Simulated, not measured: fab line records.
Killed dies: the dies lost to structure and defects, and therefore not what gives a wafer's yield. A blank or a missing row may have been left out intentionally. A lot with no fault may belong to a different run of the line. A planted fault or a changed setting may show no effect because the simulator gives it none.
Which of the tools did it? || flow gf180mcu || 13 lots with 39 wafers sampled at 3 steps, on a route of 602 steps

WHAT THE GAUGES SHOWED, per wafer
GF_V3_RS_MEAS_24: the measuring method here is four-point-probe. Usual: V3_W_RS typically reads 0.329 ohm/sq, with standard deviation 0.0032.
{"lot": "L477", "measured": "day 22 09:02", "on": "filmMetro-03", "V3_W_RS (ohm/sq)": "0.325 0.326 0.328", "flag": ""}
{"lot": "L478", "measured": "day 23 00:58", "on": "filmMetro-02", "V3_W_RS (ohm/sq)": "0.330 0.331 0.333", "flag": ""}
{"lot": "L479", "measured": "day 23 07:52", "on": "filmMetro-02", "V3_W_RS (ohm/sq)": "0.330 0.327 0.336", "flag": ""}
{"lot": "L481", "measured": "day 24 07:13", "on": "filmMetro-02", "V3_W_RS (ohm/sq)": "0.330 0.331 0.327", "flag": ""}
{"lot": "L482", "measured": "day 24 11:52", "on": "filmMetro-03", "V3_W_RS (ohm/sq)": "0.329 0.330 0.331", "flag": ""}
{"lot": "L484", "measured": "day 25 05:19", "on": "filmMetro-02", "V3_W_RS (ohm/sq)": "0.323 0.329 0.323", "flag": ""}
{"lot": "L485", "measured": "day 25 14:20", "on": "filmMetro-03", "V3_W_RS (ohm/sq)": "0.332 0.333 0.333", "flag": ""}
{"lot": "L486", "measured": "day 25 19:23", "on": "filmMetro-02", "V3_W_RS (ohm/sq)": "0.328 0.329 0.334", "flag": ""}
{"lot": "L490", "measured": "day 27 02:07", "on": "filmMetro-02", "V3_W_RS (ohm/sq)": "0.329 0.335 0.333", "flag": ""}
{"lot": "L492", "measured": "day 27 16:45", "on": "filmMetro-03", "V3_W_RS (ohm/sq)": "0.331 0.331 0.339", "flag": ""}
{"lot": "L494", "measured": "day 28 11:52", "on": "filmMetro-04", "V3_W_RS (ohm/sq)": "0.331 0.329 0.334", "flag": ""}
{"lot": "L499", "measured": "day 29 18:15", "on": "filmMetro-03", "V3_W_RS (ohm/sq)": "0.326 0.326 0.326", "flag": ""}
{"lot": "L500", "measured": "day 30 04:06", "on": "filmMetro-04", "V3_W_RS (ohm/sq)": "0.333 0.327 0.334", "flag": ""}

GF_V4_RS_MEAS_24: the measuring method here is four-point-probe. Usual: V4_W_RS typically reads 0.329 ohm/sq, with standard deviation 0.0037.
{"lot": "L477", "measured": "day 24 09:43", "on": "filmMetro-01", "V4_W_RS (ohm/sq)": "0.326 0.325 0.331", "flag": ""}
{"lot": "L478", "measured": "day 25 03:04", "on": "filmMetro-04", "V4_W_RS (ohm/sq)": "0.327 0.335 0.329", "flag": ""}
{"lot": "L479", "measured": "day 25 07:35", "on": "filmMetro-04", "V4_W_RS (ohm/sq)": "0.338 0.334 0.321", "flag": ""}
{"lot": "L481", "measured": "day 26 06:10", "on": "filmMetro-01", "V4_W_RS (ohm/sq)": "0.330 0.331 0.326", "flag": ""}
{"lot": "L482", "measured": "day 26 09:52", "on": "filmMetro-01", "V4_W_RS (ohm/sq)": "0.324 0.329 0.333", "flag": ""}
{"lot": "L484", "measured": "day 27 03:14", "on": "filmMetro-01", "V4_W_RS (ohm/sq)": "0.330 0.329 0.327", "flag": ""}
{"lot": "L485", "measured": "day 27 12:32", "on": "filmMetro-03", "V4_W_RS (ohm/sq)": "0.325 0.323 0.324", "flag": ""}
{"lot": "L486", "measured": "day 27 15:34", "on": "filmMetro-01", "V4_W_RS (ohm/sq)": "0.325 0.324 0.325", "flag": ""}
{"lot": "L490", "measured": "day 28 21:10", "on": "filmMetro-03", "V4_W_RS (ohm/sq)": "0.332 0.329 0.330", "flag": ""}
{"lot": "L492", "measured": "day 29 11:21", "on": "filmMetro-03", "V4_W_RS (ohm/sq)": "0.334 0.332 0.335", "flag": ""}
{"lot": "L494", "measured": "day 30 06:26", "on": "filmMetro-01", "V4_W_RS (ohm/sq)": "0.325 0.327 0.322", "flag": ""}
{"lot": "L499", "measured": "day 31 09:27", "on": "filmMetro-03", "V4_W_RS (ohm/sq)": "0.332 0.328 0.333", "flag": ""}
{"lot": "L500", "measured": "day 31 19:16", "on": "filmMetro-03", "V4_W_RS (ohm/sq)": "0.332 0.332 0.330", "flag": ""}

WHAT TOOL EACH LOT RAN ON (gives the tool, then ch and the chambers of the sampled wafers, and finally the start)
{"lot": "L477", "GF_V4_CVD_23": "cvdW-02 ch 0,1, day 24 09:35"}
{"lot": "L478", "GF_V4_CVD_23": "cvdW-02 ch 0,1, day 25 02:56"}
{"lot": "L479", "GF_V4_CVD_23": "cvdW-02 ch 0,1, day 25 07:28"}
{"lot": "L481", "GF_V4_CVD_23": "cvdW-02 ch 0,1, day 26 06:02"}
{"lot": "L482", "GF_V4_CVD_23": "cvdW-02 ch 0,1, day 26 09:45"}
{"lot": "L484", "GF_V4_CVD_23": "cvdW-01 ch 0,1, day 27 03:07"}
{"lot": "L485", "GF_V4_CVD_23": "cvdW-01 ch 0,1, day 27 12:25"}
{"lot": "L486", "GF_V4_CVD_23": "cvdW-01 ch 0,1, day 27 15:28"}
{"lot": "L490", "GF_V4_CVD_23": "cvdW-02 ch 0, day 28 21:02"}
{"lot": "L492", "GF_V4_CVD_23": "cvdW-02 ch 0,1, day 29 11:13"}
{"lot": "L494", "GF_V4_CVD_23": "cvdW-01 ch 0,1, day 30 06:19"}
{"lot": "L499", "GF_V4_CVD_23": "cvdW-02 ch 0,1, day 31 09:20"}
{"lot": "L500", "GF_V4_CVD_23": "cvdW-02 ch 0,1, day 31 19:10"}
- GF_V4_CVD_23: deposits W, target thk 350 nm, time 104.9 s.

AS READ BY THE TOOLS THEMSELVES (means over the sampled wafers that have a number; for cases with no such wafer, the mark the record gives instead)
GF_V4_CVD_23. Usual: heaterPowerW at 806 W, with a standard deviation of 80.
{"lot": "L477", "tool": "cvdW-02", "heaterPowerW (W)": 762, "flag": ""}
{"lot": "L478", "tool": "cvdW-02", "heaterPowerW (W)": 761, "flag": ""}
{"lot": "L479", "tool": "cvdW-02", "heaterPowerW (W)": 768, "flag": ""}
{"lot": "L481", "tool": "cvdW-02", "heaterPowerW (W)": 760, "flag": ""}
{"lot": "L482", "tool": "cvdW-02", "heaterPowerW (W)": 768, "flag": ""}
{"lot": "L484", "tool": "cvdW-01", "heaterPowerW (W)": 908, "flag": ""}
{"lot": "L485", "tool": "cvdW-01", "heaterPowerW (W)": 909, "flag": ""}
{"lot": "L486", "tool": "cvdW-01", "heaterPowerW (W)": 891, "flag": ""}
{"lot": "L490", "tool": "cvdW-02", "heaterPowerW (W)": 756, "flag": ""}
{"lot": "L492", "tool": "cvdW-02", "heaterPowerW (W)": 771, "flag": ""}
{"lot": "L494", "tool": "cvdW-01", "heaterPowerW (W)": 903, "flag": ""}
{"lot": "L499", "tool": "cvdW-02", "heaterPowerW (W)": 780, "flag": ""}
{"lot": "L500", "tool": "cvdW-02", "heaterPowerW (W)": 752, "flag": ""}

THE ANSWER, worked out from the rows above alone
Rule: a lot counts as off when the mean over its wafers that have a number is more than 3 standard deviations away from the usual mean. Also off: a lot with no number at a reading for which 4 or more lots have one. All remaining lots with rows at the step are treated as sound. Order of review: gauges by route order, followed by the tools' own readings, for which a lot's mean as printed above is used. The first step at which some lot is off is used, and at that step the reading that is off furthest; a lot without a number counts as furthest.
No lot is off on any of the readings shown, so nothing can be concluded from this.

WHAT THE SIMULATOR HAD INSERTED
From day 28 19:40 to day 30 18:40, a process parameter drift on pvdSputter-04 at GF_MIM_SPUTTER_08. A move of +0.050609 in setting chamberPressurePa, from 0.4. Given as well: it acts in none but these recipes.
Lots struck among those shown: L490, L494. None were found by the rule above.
